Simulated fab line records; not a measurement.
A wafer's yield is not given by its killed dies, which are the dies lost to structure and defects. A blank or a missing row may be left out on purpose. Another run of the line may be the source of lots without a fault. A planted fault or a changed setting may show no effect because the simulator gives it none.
The tool behind it: which one? || flow sky130 || 35 wafers from 12 lots sampled at 5 of the route's 708 steps

WHAT EACH GAUGE READ, for each wafer
SKY_GATE_OXIDE_TW_MEAS_14. Usual: GATE_OXIDE_TW 224.4, standard deviation 1.6.
{"lot": "L418", "measured": "day 14 19:17", "on": "film metro-03", "GATE_OXIDE_TW": "221.7 221.6 222.6", "flag": ""}
{"lot": "L420", "measured": "day 14 23:23", "on": "film metro-03", "GATE_OXIDE_TW": "221.6 222.4 222.3", "flag": ""}
{"lot": "L419", "measured": "day 14 23:25", "on": "film metro-04", "GATE_OXIDE_TW": "224.9 224.7 225.5", "flag": ""}
{"lot": "L422", "measured": "day 16 10:17", "on": "film metro-04", "GATE_OXIDE_TW": "225.0 224.9 224.8", "flag": ""}
{"lot": "L426", "measured": "day 16 22:48", "on": "film metro-04", "GATE_OXIDE_TW": "225.8 224.2 225.2", "flag": ""}
{"lot": "L428", "measured": "day 18 09:44", "on": "film metro-03", "GATE_OXIDE_TW": "222.0 222.7 223.5", "flag": ""}
{"lot": "L429", "measured": "day 18 10:47", "on": "film metro-04", "GATE_OXIDE_TW": "224.5 225.6 225.3", "flag": ""}
{"lot": "L435", "measured": "day 20 00:35", "on": "film metro-04", "GATE_OXIDE_TW": "226.3 224.7", "flag": ""}
{"lot": "L437", "measured": "day 20 22:05", "on": "film metro-04", "GATE_OXIDE_TW": "226.8 226.1 225.9", "flag": ""}
{"lot": "L438", "measured": "day 21 02:59", "on": "film metro-04", "GATE_OXIDE_TW": "226.6 226.4 226.3", "flag": ""}
{"lot": "L439", "measured": "day 21 07:25", "on": "film metro-03", "GATE_OXIDE_TW": "223.3 222.9 223.7", "flag": ""}
{"lot": "L440", "measured": "day 21 17:35", "on": "film metro-04", "GATE_OXIDE_TW": "226.6 228.2 225.9", "flag": ""}

SKY_LDD_HVP_TW_MEAS_10. Usual: LDD_HVP_TW 457, standard deviation 3.6.
{"lot": "L418", "measured": "day 22 16:19", "on": "film metro-04", "LDD_HVP_TW": "461 462 461", "flag": ""}
{"lot": "L420", "measured": "day 23 02:55", "on": "film metro-04", "LDD_HVP_TW": "456 457 457", "flag": ""}
{"lot": "L419", "measured": "day 23 01:35", "on": "film metro-04", "LDD_HVP_TW": "455 453 457", "flag": ""}
{"lot": "L422", "measured": "day 24 12:16", "on": "film metro-04", "LDD_HVP_TW": "457 456 456", "flag": ""}
{"lot": "L426", "measured": "day 24 21:49", "on": "film metro-03", "LDD_HVP_TW": "451 452 455", "flag": ""}
{"lot": "L428", "measured": "day 26 12:22", "on": "film metro-03", "LDD_HVP_TW": "453 455 454", "flag": ""}
{"lot": "L429", "measured": "day 26 11:10", "on": "film metro-04", "LDD_HVP_TW": "462 463 459", "flag": ""}
{"lot": "L435", "measured": "day 27 22:15", "on": "film metro-03", "LDD_HVP_TW": "451 452", "flag": ""}
{"lot": "L437", "measured": "day 28 16:21", "on": "film metro-04", "LDD_HVP_TW": "458 460 460", "flag": ""}
{"lot": "L438", "measured": "day 29 00:07", "on": "film metro-01", "LDD_HVP_TW": "463 461 462", "flag": ""}
{"lot": "L439", "measured": "day 29 02:26", "on": "film metro-04", "LDD_HVP_TW": "461 461 462", "flag": ""}
{"lot": "L440", "measured": "day 29 11:31", "on": "film metro-03", "LDD_HVP_TW": "455 454 454", "flag": ""}

SKY_VIA1_RS_MEAS_22: measurement is done with a four-point probe. Usual: VIA1_W_RS 0.429 ohm/sq, standard deviation 0.0044.
{"lot": "L418", "measured": "day 35 03:04", "on": "film metro-02", "VIA1_W_RS (ohm/sq)": "0.428 0.428 0.432", "flag": ""}
{"lot": "L420", "measured": "day 35 10:33", "on": "film metro-02", "VIA1_W_RS (ohm/sq)": "0.425 0.424 0.424", "flag": ""}
{"lot": "L419", "measured": "day 35 08:19", "on": "film metro-02", "VIA1_W_RS (ohm/sq)": "0.428 0.431 0.428", "flag": ""}
{"lot": "L422", "measured": "day 36 17:31", "on": "film metro-03", "VIA1_W_RS (ohm/sq)": "0.431 0.429 0.438", "flag": ""}
{"lot": "L426", "measured": "day 36 23:14", "on": "film metro-03", "VIA1_W_RS (ohm/sq)": "0.427 0.427 0.426", "flag": ""}
{"lot": "L428", "measured": "day 38 06:52", "on": "film metro-03", "VIA1_W_RS (ohm/sq)": "0.437 0.431 0.432", "flag": ""}
{"lot": "L429", "measured": "day 38 06:17", "on": "film metro-03", "VIA1_W_RS (ohm/sq)": "0.425 0.429 0.427", "flag": ""}
{"lot": "L435", "measured": "day 39 12:57", "on": "film metro-02", "VIA1_W_RS (ohm/sq)": "0.436 0.428", "flag": ""}
{"lot": "L437", "measured": "day 40 06:11", "on": "film metro-02", "VIA1_W_RS (ohm/sq)": "0.428 0.430 0.428", "flag": ""}
{"lot": "L438", "measured": "day 40 09:41", "on": "film metro-01", "VIA1_W_RS (ohm/sq)": "0.428 0.429 0.426", "flag": ""}
{"lot": "L439", "measured": "day 40 13:55", "on": "film metro-01", "VIA1_W_RS (ohm/sq)": "0.425 0.423 0.432", "flag": ""}
{"lot": "L440", "measured": "day 40 23:58", "on": "film metro-03", "VIA1_W_RS (ohm/sq)": "0.428 0.438 0.431", "flag": ""}

SKY_PASSIVATION_THK_MEAS_01. Usual: PASSIVATION_CVD_00_THK 89.6 nm, standard deviation 1.3.
{"lot": "L418", "measured": "day 44 20:01", "on": "film metro-02", "PASSIVATION_CVD_00_THK (nm)": "87.6 90.2 90.6", "flag": ""}
{"lot": "L420", "measured": "day 45 01:54", "on": "film metro-02", "PASSIVATION_CVD_00_THK (nm)": "88.8 91.6 90.7", "flag": ""}
{"lot": "L419", "measured": "day 44 21:49", "on": "film metro-02", "PASSIVATION_CVD_00_THK (nm)": "88.9 89.4 90.6", "flag": ""}
{"lot": "L422", "measured": "day 46 02:46", "on": "film metro-02", "PASSIVATION_CVD_00_THK (nm)": "88.3 90.1 88.5", "flag": ""}
{"lot": "L426", "measured": "day 46 07:20", "on": "film metro-01", "PASSIVATION_CVD_00_THK (nm)": "90.6 91.0 92.5", "flag": ""}
{"lot": "L428", "measured": "day 47 09:37", "on": "film metro-03", "PASSIVATION_CVD_00_THK (nm)": "89.2 88.5 90.4", "flag": ""}
{"lot": "L429", "measured": "day 47 08:50", "on": "film metro-02", "PASSIVATION_CVD_00_THK (nm)": "90.1 91.6 91.8", "flag": ""}
{"lot": "L435", "measured": "day 48 10:01", "on": "film metro-02", "PASSIVATION_CVD_00_THK (nm)": "121.5 124.0", "flag": "OFF"}
{"lot": "L437", "measured": "day 48 22:04", "on": "film metro-03", "PASSIVATION_CVD_00_THK (nm)": "122.1 89.2 89.6", "flag": "OFF"}
{"lot": "L438", "measured": "day 49 02:19", "on": "film metro-02", "PASSIVATION_CVD_00_THK (nm)": "89.1 89.6 89.9", "flag": ""}
{"lot": "L439", "measured": "day 49 04:14", "on": "film metro-03", "PASSIVATION_CVD_00_THK (nm)": "88.2 87.6 87.7", "flag": ""}
{"lot": "L440", "measured": "day 49 13:15", "on": "film metro-01", "PASSIVATION_CVD_00_THK (nm)": "89.0 90.5 92.5", "flag": ""}

WHAT TOOL EACH LOT RAN ON (gives the tool, then ch and the chambers of the sampled wafers, and finally the start)
{"lot": "L418", "SKY_PASSIVATION_CVD_00": "pecvd-01 ch 0,1, day 44 19:58"}
{"lot": "L420", "SKY_PASSIVATION_CVD_00": "pecvd-02 ch 1,2, day 45 01:52"}
{"lot": "L419", "SKY_PASSIVATION_CVD_00": "pecvd-04 ch 1,2, day 44 21:47"}
{"lot": "L422", "SKY_PASSIVATION_CVD_00": "pecvd-02 ch 0,1,2, day 46 02:45"}
{"lot": "L426", "SKY_PASSIVATION_CVD_00": "pecvd-01 ch 0,1,2, day 46 07:18"}
{"lot": "L428", "SKY_PASSIVATION_CVD_00": "pecvd-04 ch 0,1,2, day 47 09:35"}
{"lot": "L429", "SKY_PASSIVATION_CVD_00": "pecvd-04 ch 0,1, day 47 08:49"}
{"lot": "L435", "SKY_PASSIVATION_CVD_00": "pecvd-01 ch 1, day 48 09:58"}
{"lot": "L437", "SKY_PASSIVATION_CVD_00": "pecvd-01 ch 0,2, day 48 22:02"}
{"lot": "L438", "SKY_PASSIVATION_CVD_00": "pecvd-04 ch 1,2, day 49 02:16"}
{"lot": "L439", "SKY_PASSIVATION_CVD_00": "pecvd-02 ch 1,2, day 49 04:13"}
{"lot": "L440", "SKY_PASSIVATION_CVD_00": "pecvd-04 ch 0,1, day 49 13:13"}
- SKY_PASSIVATION_CVD_00: deposits SiO2, target thk 90 nm.

AS READ BY THE TOOLS THEMSELVES (means over the sampled wafers that have a number; for cases with no such wafer, the mark the record gives instead)
SKY_PASSIVATION_CVD_00. Usual: heater power w 670 W, standard deviation 120; rf fwd power W 589.0 W, standard deviation 2.7.
{"lot": "L418", "tool": "pecvd-01", "heater power w (W)": 541, "rf fwd power W (W)": 591.1, "flag": ""}
{"lot": "L420", "tool": "pecvd-02", "heater power w (W)": 751, "rf fwd power W (W)": 589.2, "flag": ""}
{"lot": "L419", "tool": "pecvd-04", "heater power w (W)": 699, "rf fwd power W (W)": 588.3, "flag": ""}
{"lot": "L422", "tool": "pecvd-02", "heater power w (W)": 754, "rf fwd power W (W)": 590.7, "flag": ""}
{"lot": "L426", "tool": "pecvd-01", "heater power w (W)": 645, "rf fwd power W (W)": 590.9, "flag": ""}
{"lot": "L428", "tool": "pecvd-04", "heater power w (W)": 630, "rf fwd power W (W)": 586.7, "flag": ""}
{"lot": "L429", "tool": "pecvd-04", "heater power w (W)": 569, "rf fwd power W (W)": 586.9, "flag": ""}
{"lot": "L435", "tool": "pecvd-01", "heater power w (W)": 634, "rf fwd power W (W)": 588.3, "flag": ""}
{"lot": "L437", "tool": "pecvd-01", "heater power w (W)": 701, "rf fwd power W (W)": 590.6, "flag": ""}
{"lot": "L438", "tool": "pecvd-04", "heater power w (W)": 565, "rf fwd power W (W)": 589.7, "flag": ""}
{"lot": "L439", "tool": "pecvd-02", "heater power w (W)": 828, "rf fwd power W (W)": 588.8, "flag": ""}
{"lot": "L440", "tool": "pecvd-04", "heater power w (W)": 680, "rf fwd power W (W)": 588.6, "flag": ""}

THE ANSWER, worked out from the rows above alone
Rule: lot off if the mean of its wafers having a number is beyond 3 standard deviations from the usual mean. Also off: a lot with no number at a reading for which 4 or more lots have one. All remaining lots with rows at the step are treated as sound. After the gauges, taken in route order, come the tools' own readings; for these a lot's mean is taken, as printed above. The first step at which some lot is off is used, and at that step the reading that is off furthest; a lot without a number counts as furthest.
Off: L435, L437, seen at SKY_PASSIVATION_THK_MEAS_01 (PASSIVATION_CVD_00_THK).
If a tool, at a process step before that reading, ran all the lots that are off and no sound lot after the first of them, it fits. Those tools and the gauges at SKY_PASSIVATION_THK_MEAS_01 are tried in the same way. One fits: pecvd-01 at SKY_PASSIVATION_CVD_00. A fault onset in the window from L426 (day 46 07:18, its last sound lot) to L435 (day 48 09:58, its first lot off) fits.

WHAT THE SIMULATOR HAD INSERTED
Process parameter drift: pecvd-01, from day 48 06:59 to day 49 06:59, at SKY_PASSIVATION_CVD_00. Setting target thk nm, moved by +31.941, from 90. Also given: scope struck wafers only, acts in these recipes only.
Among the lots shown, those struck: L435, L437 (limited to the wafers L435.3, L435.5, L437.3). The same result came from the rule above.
